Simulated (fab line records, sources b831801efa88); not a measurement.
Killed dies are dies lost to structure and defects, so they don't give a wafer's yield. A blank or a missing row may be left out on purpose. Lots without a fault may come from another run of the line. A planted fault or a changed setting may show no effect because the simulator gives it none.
Which tool did it? | flow gf180mcu | 13 lots, 39 wafers sampled, at 5 steps of a route of 602

WHAT THE GAUGES READ, wafer by wafer
GF_M1_OVL_MEAS_15. Usual: M1_OVL 1 nm, standard deviation 6.3.
lot  | measured     | on         | M1_OVL (nm) | flag
L433 | day 17 01:01 | overlay-01 | 3 1 7       |
L434 | day 17 11:16 | overlay-01 | -17 -14 -15 |
L435 | day 17 21:43 | overlay-01 | 3 11 2      |
L438 | day 19 03:13 | overlay-02 | -2 4 -4     |
L445 | day 22 15:37 | overlay-01 | -7 1 -3     |
L446 | day 22 11:59 | overlay-02 | 2 9 2       |
L447 | day 22 22:16 | overlay-02 | -12 -10 2   |
L448 | day 22 22:31 | overlay-01 | 1 -5 -1     |
L449 | day 23 11:14 | overlay-02 | 4 1 -2      |
L450 | day 23 16:49 | overlay-02 | 12 4 5      |
L453 | day 24 10:58 | overlay-01 | -2 -2 1     |
L454 | day 24 18:29 | overlay-02 | 10 4 11     |
L455 | day 25 05:17 | overlay-01 | 9 8 -1      |

GF_V1_CD_MEAS_14: target cd 260 nm. Usual: cd_nm 260.0 nm, standard deviation 1.
lot  | measured     | on        | cd_nm (nm)        | flag
L433 | day 18 02:15 | cd_sem-01 | 260.3 260.9 260.5 |
L434 | day 18 12:24 | cd_sem-01 | 260.1 260.8 260.2 |
L435 | day 18 23:22 | cd_sem-02 | 267.6 268.1 269.5 | OFF
L438 | day 20 04:32 | cd_sem-02 | 267.5 267.9 267.7 | OFF
L445 | day 23 15:17 | cd_sem-02 | 258.8 259.6 258.6 |
L446 | day 23 12:31 | cd_sem-02 | 261.8 261.2 260.2 |
L447 | day 23 21:44 | cd_sem-01 | 258.5 259.1 260.0 |
L448 | day 23 22:29 | cd_sem-01 | 259.3 260.3 259.2 |
L449 | day 24 11:31 | cd_sem-01 | 259.7 258.9 259.0 |
L450 | day 24 16:19 | cd_sem-02 | 260.3 260.8 259.6 |
L453 | day 25 10:11 | cd_sem-02 | 260.8 260.7 260.7 |
L454 | day 25 17:50 | cd_sem-02 | 261.3 260.6 260.5 |
L455 | day 26 03:53 | cd_sem-02 | 260.8 260.8 260.9 |

GF_M3_OVL_MEAS_15. Usual: M3_OVL 2 nm, standard deviation 5.1.
lot  | measured     | on         | M3_OVL (nm) | flag
L433 | day 21 08:22 | overlay-02 | 1 -2 0      |
L434 | day 21 19:02 | overlay-01 | 0 2 4       |
L435 | day 22 04:26 | overlay-01 | 3 6 8       |
L438 | day 23 08:16 | overlay-02 | -3 7 2      |
L445 | day 26 12:55 | overlay-01 | 2 2 0       |
L446 | day 26 11:37 | overlay-01 | 8 -3 7      |
L447 | day 26 19:19 | overlay-01 | 7 0 2       |
L448 | day 26 19:31 | overlay-01 | 12 4 11     |
L449 | day 27 07:37 | overlay-02 | 12 10 7     |
L450 | day 27 10:34 | overlay-02 | 2 7 5       |
L453 | day 28 04:07 | overlay-01 | -3 0 -2     |
L454 | day 28 11:01 | overlay-02 | 6 9 7       |
L455 | day 28 19:44 | overlay-01 | 2 7 -1      |

WHICH TOOL RAN EACH LOT (tool, then ch and the chambers of the sampled wafers, then the start)
lot  | GF_MVPSD_STRIP_10                    | GF_V1_PEB_12
L433 | plasma_asher-03 ch 0,1, day 5 03:44  | litho_track-02 ch 0, day 18 01:55
L434 | plasma_asher-03 ch 0,1, day 5 07:25  | litho_track-02 ch 0, day 18 12:04
L435 | plasma_asher-04 ch 0,1, day 5 12:17  | litho_track-02 ch 0, day 18 23:02
L438 | plasma_asher-03 ch 0,1, day 6 09:30  | litho_track-02 ch 0, day 20 04:11
L445 | plasma_asher-01 ch 0,1, day 8 03:26  | litho_track-04 ch 0, day 23 14:56
L446 | plasma_asher-03 ch 0,1, day 8 07:45  | litho_track-04 ch 0, day 23 12:11
L447 | plasma_asher-04 ch 0,1, day 8 13:32  | litho_track-04 ch 0, day 23 21:23
L448 | plasma_asher-04 ch 0,1, day 8 19:56  | litho_track-02 ch 0, day 23 22:08
L449 | plasma_asher-01 ch 0,1, day 9 01:39  | litho_track-03 ch 0, day 24 11:10
L450 | plasma_asher-01 ch 1, day 9 07:38    | litho_track-03 ch 0, day 24 15:58
L453 | plasma_asher-04 ch 0,1, day 10 04:24 | litho_track-03 ch 0, day 25 09:50
L454 | plasma_asher-01 ch 1, day 10 11:37   | litho_track-02 ch 0, day 25 17:31
L455 | plasma_asher-04 ch 0,1, day 10 19:38 | litho_track-03 ch 0, day 26 03:33
- GF_MVPSD_STRIP_10: strips in O2/N2.
- GF_V1_PEB_12: peb time 90 s.

WHAT THE TOOLS THEMSELVES READ (means of the sampled wafers that have a number; where no wafer has one, the mark that the record gives instead)
GF_MVPSD_STRIP_10. Usual: drypump_motor_current_A 5.44 A, standard deviation 0.25; heater_power_w 308 W, standard deviation 30; oes_product_au 0.722 a.u., standard deviation 0.0042; strip_time_to_endpoint_s 36.95 s, standard deviation 0.11.
lot  | tool            | drypump_motor_current_A (A) | heater_power_w (W) | oes_product_au (a.u.) | strip_time_to_endpoint_s (s) | flag
L433 | plasma_asher-03 | 5.21                        | 330                | 0.721                 | 36.83                        |
L434 | plasma_asher-03 | 5.39                        | 353                | 0.724                 | 37.01                        |
L435 | plasma_asher-04 | 5.46                        | 302                | 0.725                 | 36.96                        |
L438 | plasma_asher-03 | 5.39                        | 351                | 0.720                 | 36.75                        |
L445 | plasma_asher-01 | 5.40                        | 287                | 0.726                 | 37.00                        |
L446 | plasma_asher-03 | 5.38                        | 351                | 0.720                 | 36.78                        |
L447 | plasma_asher-04 | 5.49                        | 304                | 0.723                 | 36.95                        |
L448 | plasma_asher-04 | 5.62                        | 289                | 0.723                 | 37.06                        |
L449 | plasma_asher-01 | 5.33                        | 309                | 0.720                 | 37.10                        |
L450 | plasma_asher-01 | 5.26                        | 320                | 0.723                 | 36.89                        |
L453 | plasma_asher-04 | 5.47                        | 306                | 0.722                 | 37.06                        |
L454 | plasma_asher-01 | 5.28                        | 320                | 0.728                 | 37.03                        |
L455 | plasma_asher-04 | 5.46                        | 304                | 0.727                 | 37.02                        |

THE ANSWER, worked out from the rows above alone
Rule: a lot is off if the mean of its wafers that have a number lies more than 3 standard deviations from the usual mean. A lot without any number at a reading at which 4 lots or more have one is off too. The other lots that the step has rows for count as sound. The gauges are gone through in route order, then the tools' own readings, and for those a lot's mean is taken as printed above. The first step at which some lot is off is used, and at that step the reading that is off furthest; a lot without a number counts as furthest.
Off: L435, L438, at GF_V1_CD_MEAS_14 (cd_nm).
A tool fits if, at a process step before that reading, it ran every lot that is off, and no sound lot after the first of them. The gauges at GF_V1_CD_MEAS_14 are tried like those tools. None of those tried fits.

WHAT THE SIMULATOR HAD PUT IN
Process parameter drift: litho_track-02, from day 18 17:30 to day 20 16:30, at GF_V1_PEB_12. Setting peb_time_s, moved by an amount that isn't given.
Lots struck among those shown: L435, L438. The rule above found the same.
